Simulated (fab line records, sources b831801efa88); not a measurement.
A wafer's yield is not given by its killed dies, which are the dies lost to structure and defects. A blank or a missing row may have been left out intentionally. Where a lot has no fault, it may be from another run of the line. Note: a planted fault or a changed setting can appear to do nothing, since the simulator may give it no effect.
Matching of chambers	flow gf180mcu	GF_V5_CMP_26 on cmp-01 has 4 sister chambers
The step polishes, stops on SiO2, t overpolish 15 s, target thk 0 nm. 8 wafers are shown with their chamber, then 8 later ones without.

WAFERS WITH THEIR CHAMBER
wafer	chamber	motor current A (A)	time to endpoint s (s)
L909.1	0	13.0	85
L911.4	0	12.7	92
L915.5	3	11.4	89
L915.6	2	11.0	87
L917.1	1	12.9	86
L917.3	3	11.7	91
L917.4	2	10.4	87
L919.1	1	12.2	83

WAFERS MISSING THEIR CHAMBER
wafer	motor current A (A)	time to endpoint s (s)
L919.2	11.4	91
L919.3	10.5	89
L921.1	12.7	83
L921.3	10.7	88
L921.6	12.3	87
L928.2	12.2	83
L928.3	10.7	82
L928.6	11.3	85

WHICH CHAMBER EACH ONE RAN IN
wafer	from the rows above	in truth
L919.2	can't be placed: 3 or 2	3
L919.3	2	2
L921.1	can't be placed: 1 or 0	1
L921.3	2	2
L921.6	can't be placed: 1 or 0 or 3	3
L928.2	can't be placed: 1 or 0 or 3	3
L928.3	can't be placed: 2 or 3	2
L928.6	can't be placed: 2 or 3 or 1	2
Correctly placed: 2 of 8. From these rows, 6 cannot be placed; in 6 the true chamber is one of the candidates. Number placed wrongly: 0.
How it was worked out, from the rows above alone: a wafer's distance from a chamber is the root of the sum, over the readings, of the square of ((its reading less the chamber's mean) divided by the reading's scatter). The wafer belongs to the nearest chamber; if the next one is less than 2 further off, it can't be placed. For every chamber, the mean is computed from those of its wafers that are shown. How the scatter is found: for the shown wafers, subtract from each reading the mean of its chamber, square and add these, divide the total by (wafers less chambers), then take the root.
